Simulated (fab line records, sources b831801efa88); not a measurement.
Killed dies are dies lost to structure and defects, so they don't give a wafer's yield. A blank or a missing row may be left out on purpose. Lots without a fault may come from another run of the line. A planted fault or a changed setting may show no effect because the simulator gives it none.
A struck lot beside a sound one | flow gf180mcu | 30 steps out of a route of 602
Sound: wafers L885.1, L885.3, L885.4. Struck: wafers L878.1, L878.3, L878.5. The cause comes at the end.
At each step with rows: each side's tool, then ch and its chambers, then its first start. Under that, the readings that differ: sound wafers | struck wafers | difference of the means | sigmas: that difference in standard deviations of wafers without a fault.
alike: readings whose means differ by less than 2 such deviations, and words and numbers that are the same on both sides. not compared: withheld readings, readings that some wafer has no value for, bounds like >300 that may hide the same value, and numbers for which the record gives no deviation and whose values overlap.
The two part at a step that has a row with sigmas, a row that says differs or no value, or rows on one side only. Numbers that don't overlap but have no deviation are shown without sigmas and don't part them. A reading that every wafer of one side lacks parts them only if that side has two wafers or more.

GF_STI_BOW_MEAS_00:
  sound on film_metro-01, day 4 18:00; struck on film_metro-02, day 3 07:00
  alike: INCOMING_BOW
GF_STI_OXIDATION_01: stabilise 600 s, purge 300 s, target thk 10 nm.
  sound on furnace-01 ch 0, day 4 18:07; struck on furnace-02 ch 0, day 3 08:03
  reading                                    | sound             | struck            | difference | sigmas
  model.SiO2_of_STI_OXIDATION_01.thk_nm (nm) | 10.24 10.28 10.18 | 13.34 13.31 13.55 | +3.17      |
  alike: ox_temp_c_max
GF_STI_THK_MEAS_02:
  sound on film_metro-01, day 4 19:31; struck on film_metro-02, day 3 09:26
  reading                | sound             | struck            | difference | sigmas
  STI_OXIDATION_THK (nm) | 10.23 10.25 10.21 | 13.33 13.27 13.56 | +3.16      | +16
then, 1 step without rows for these wafers: GF_STI_CVD_03 (deposits Si3N4 from DCS/NH3, target thk 207.16 nm, time 3551 s).
GF_STI_THK_MEAS_04:
  sound on film_metro-02, day 4 21:34; struck on film_metro-01, day 3 11:29
  alike: STI_CVD_03_THK
then, 7 steps without rows for these wafers: GF_STI_DEHYDRATE_05 (time 60 s); GF_STI_HMDS_06 (prime time 60 s); GF_STI_COAT_07 (resist thk 700 nm); GF_STI_SOFTBAKE_08 (time 60 s); GF_STI_EXPOSE_09 (exposes mask COMP, target cd 220 nm); GF_STI_PEB_10 (peb time 90 s); GF_STI_DEVELOP_11 (develop time 60 s).
GF_STI_CD_MEAS_12: target cd 220 nm.
  sound on cd_sem-01, day 5 11:23; struck on cd_sem-02, day 4 01:04
  alike: cd_nm
GF_STI_ETCH_13: etches the open film in CHF3/O2, stops on Si, target depth 282.31 nm, time 112.9 s.
  sound on rie_diel-04 ch 1,2, day 5 11:30; struck on rie_diel-01 ch 2,3, day 4 01:11
  reading               | sound             | struck            | difference | sigmas
  oes_product_au (a.u.) | 0.840 0.836 0.836 | 0.826 0.828 0.820 | -0.013     | -2
  alike: bias_w, chamber_pressure_mTorr, drypump_motor_current_A, rf_fwd_power_W, throttle_valve_pct
  not compared: rf_hours_counter_h
GF_STI_ETCH_14: etches Si in HBr/Cl2/O2, target depth 360 nm, time 102.9 s.
  sound on rie_si-02 ch 1,2,3, day 5 11:35; struck on rie_si-02 ch 0,2, day 4 01:16
  alike: bias_w, chamber_pressure_mTorr, drypump_motor_current_A, oes_product_au, rf_fwd_power_W, throttle_valve_pct
  not compared: rf_hours_counter_h
GF_STI_STRIP_15: strips in O2/N2.
  sound on plasma_asher-01 ch 0,1, day 5 11:40; struck on plasma_asher-03 ch 0,1, day 4 01:20
  alike: chamber_pressure_mTorr, drypump_motor_current_A, heater_power_w, o2_flow_sccm, oes_product_au, strip_time_to_endpoint_s
  not compared: rf_hours_counter_h
then, 6 steps without rows for these wafers: GF_STI_CLEAN_16 (cleans in dHF, time 25 s); GF_STI_WET_ETCH_17 (etches Si3N4 in H3PO4, target depth 45 nm, time 514 s); GF_STI_CLEAN_18 (cleans in SC1/SC2, time 150 s); GF_STI_CLEAN_19 (cleans in dHF, time 20 s); GF_STI_WET_ETCH_20 (etches SiO2 in dHF, target depth 20 nm, time 400 s); GF_STI_OXIDATION_21 (stabilise 600 s, purge 300 s, target thk 15 nm).
GF_STI_THK_MEAS_22:
  sound on film_metro-01, day 5 13:14; struck on film_metro-02, day 4 03:16
  alike: STI_OXIDATION_01_THK
then, 1 step without rows for these wafers: GF_STI_CVD_23 (deposits SiO2, target thk 650 nm, time 108.3 s).
GF_STI_THK_MEAS_24:
  sound on film_metro-02, day 5 13:22; struck on film_metro-03, day 4 03:25
  alike: STI_CVD_23_THK
GF_STI_CMP_25: polishes, stops on Si3N4, t overpolish 33 s, target thk 524.6 nm.
  sound on cmp-01 ch 0,1,3, day 5 13:29; struck on cmp-01 ch 1,2, day 4 03:28
  alike: motor_current_A
then, 1 step without rows for these wafers: GF_STI_WET_ETCH_26 (etches SiO2 in dHF, target depth 94 nm, time 188 s).
GF_STI_WET_ETCH_27: etches Si3N4 in H3PO4, target depth 160 nm, time 1825 s.
  sound on wet_bench-02 ch 2, day 5 13:47; struck on wet_bench-03 ch 2, day 4 03:50
  reading                                    | sound             | struck            | difference | sigmas
  model.SiO2_of_STI_OXIDATION_01.thk_nm (nm) | 10.17 10.21 10.11 | 13.26 13.24 13.48 | +3.16      |
  alike: bath_heat_duty_pct
then, 1 step without rows for these wafers: GF_STI_WET_ETCH_28 (etches SiO2 in dHF, target depth 20 nm, time 40 s).
-- the record jumps here: 27 days lie between the struck wafers' starts before and after (it left off in module STI and takes up again in module PASSIVATION, whose first step shown is number 602 of the route) --
GF_PASSIVATION_PROBE_99:
  the record has rows for the struck wafers here (prober-01, day 31 15:16) and none for the sound ones

WHERE THEY PART
First at GF_STI_THK_MEAS_02; last, within this record, at GF_PASSIVATION_PROBE_99.

WHY: what the simulator had put in
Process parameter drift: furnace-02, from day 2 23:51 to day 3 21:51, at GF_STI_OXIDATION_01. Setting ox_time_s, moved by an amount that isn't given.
